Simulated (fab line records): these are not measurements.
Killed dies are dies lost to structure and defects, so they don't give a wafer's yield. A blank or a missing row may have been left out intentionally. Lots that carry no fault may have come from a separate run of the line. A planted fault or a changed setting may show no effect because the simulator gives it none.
Struck lot and sound lot, side by side -- flow sky130 -- 15 steps out of a route of 708
Sound: the wafers L225.2, L225.4, L225.6. Wafers L241.3, L241.4, L241.6 were the ones struck. The cause is named last.
For every step that has rows: the tool of each side, followed by ch and its chambers, followed by its first start. Under that, the readings that differ: sound wafers -- struck wafers -- difference of the means -- sigmas: that difference in standard deviations of wafers without a fault.
alike: a reading whose means differ by less than 2 such deviations, as well as words and numbers matching on both sides. not compared: withheld readings; readings where some wafer has no value; bounds like >300 that might hide an equal value; numbers whose values overlap and for which the record gives no deviation.
Wherever a step has rows on one side only, a row that says differs or no value, or a row with sigmas, the two part there. Numbers that don't overlap but have no deviation are shown without sigmas and don't part them. Lack of a reading on every wafer of one side parts them only where that side has two or more wafers.

SKY_SONOS_ONO_THK_MEAS_03:
  sound on filmMetro-01, day 11 21:13; struck on filmMetro-03, day 16 16:01
  alike: SONOS_ONO_CVD_02_THK
then, 1 step without rows for these wafers: SKY_SONOS_ONO_CVD_04 (deposits SiO2 from SiH4/N2O, target thk 5.7199 nm).
SKY_SONOS_ONO_THK_MEAS_05:
  sound on filmMetro-01, day 11 22:31; struck on filmMetro-01, day 16 18:34
  alike: SONOS_ONO_CVD_04_THK
then, 7 steps without rows for these wafers: SKY_SONOS_ONO_DEHYDRATE_06 (time 60 s); SKY_SONOS_ONO_HMDS_07 (prime time 60 s); SKY_SONOS_ONO_COAT_08 (resist thk 1140 nm); SKY_SONOS_ONO_SOFTBAKE_09 (time 60 s); SKY_SONOS_ONO_EXPOSE_10 (exposes mask ONOM, target cd 410 nm); SKY_SONOS_ONO_PEB_11; SKY_SONOS_ONO_DEVELOP_12 (develop time 60 s).
SKY_SONOS_ONO_CD_MEAS_13 targets a cd of 410 nm.
  sound on cdSem-02, day 12 22:18; struck on cdSem-01, day 17 23:16
  alike: cdNm
SKY_SONOS_ONO_OVL_MEAS_14:
  sound on overlay-02, day 12 22:25; struck on overlay-02, day 17 23:21
reading,sound,struck,difference,sigmas
SONOS_ONO_OVL (nm),-1.2 -1.4 -1.1,2.6 2.8 0.3,+3.1,+2
SKY_SONOS_ONO_ETCH_15: etches the open film in CHF3/O2, target depth 19.52 nm, time 7.8 s.
  sound on rieDiel-02 ch 0,3, day 12 22:26; struck on rieDiel-03 ch 0,2, day 17 23:23
reading,sound,struck,difference,sigmas
model.etch.depthNm (nm),19.14 19.63 19.46,10.74 10.71 10.73,-8.68,
model.SONOS_ONO.featureDepthNm (nm),19.14 19.63 19.46,10.74 10.71 10.73,-8.68,
model.NOVOLAK_of_SONOS_ONO_COAT_08.thkNm (nm),1122 1120 1123,1132 1133 1132,+11,
  alike: O2_flow_sccm, drypumpMotorCurrentA, oesProductAu, throttleValvePct
  not compared: rfHoursCounterH
then, 1 step without rows for these wafers: SKY_SONOS_ONO_WET_ETCH_16 (etches SiO2 in dHF, target depth 14 nm, time 280 s).
-- a jump in the record: the struck wafers' starts before and after are 32 days apart (it breaks off in module SONOS_ONO and resumes in module PAD_OPEN, where the first step shown is number 708 of the route) --
SKY_PAD_OPEN_PROBE_99:
  sound on prober-02, day 47 10:49; struck on prober-01, day 49 16:32
reading,sound,struck,difference,sigmas
model.etest.nfet_16v.rOnOhmUm,1.398e+04 1.394e+04 1.402e+04,1.77e+04 1.749e+04 1.771e+04,+3.65e+03,
model.etest.pfet_16v.rOnOhmUm,1.565e+04 1.514e+04 1.557e+04,1.63e+04 1.614e+04 1.641e+04,+8.30e+02,
model.etest.pfetG5v0d10v5.rOnOhmUm,4686 4614 4640,5368 5386 5381,+732,
model.etest.nfetG5v0d10v5.rOnOhmUm,1862 1846 1866,2416 2430 2405,+559,
model.etest.nfetG5v0d10v5.driveUaUm,619 620.4 615.9,399.6 403.4 402.8,-216.5,
model.etest.tipSonos.rsOhmSq,2735 2694 2728,2826 2838 2773,+93,
model.etest.nfet_05v0_nvt.driveUaUm,590.5 586.7 585.1,420.7 429.4 425.1,-162.4,
model.etest.nfet_16v.driveUaUm,225 228.4 227,134.1 134.2 132.2,-93.3,
  alike: killed_at_M0_to_M3, killed_at_M4_up, killedAtContacts, killedAtFrontEnd, killedAtOther, killedDies, killedOnRim, killedOpen, killedShort

## WHERE THEY PART
SKY_SONOS_ONO_OVL_MEAS_14 only, going by this record. Later steps at which nothing parts them and some readings are alike: SKY_SONOS_ONO_ETCH_15, SKY_PAD_OPEN_PROBE_99.

WHY: whatever the simulator had introduced
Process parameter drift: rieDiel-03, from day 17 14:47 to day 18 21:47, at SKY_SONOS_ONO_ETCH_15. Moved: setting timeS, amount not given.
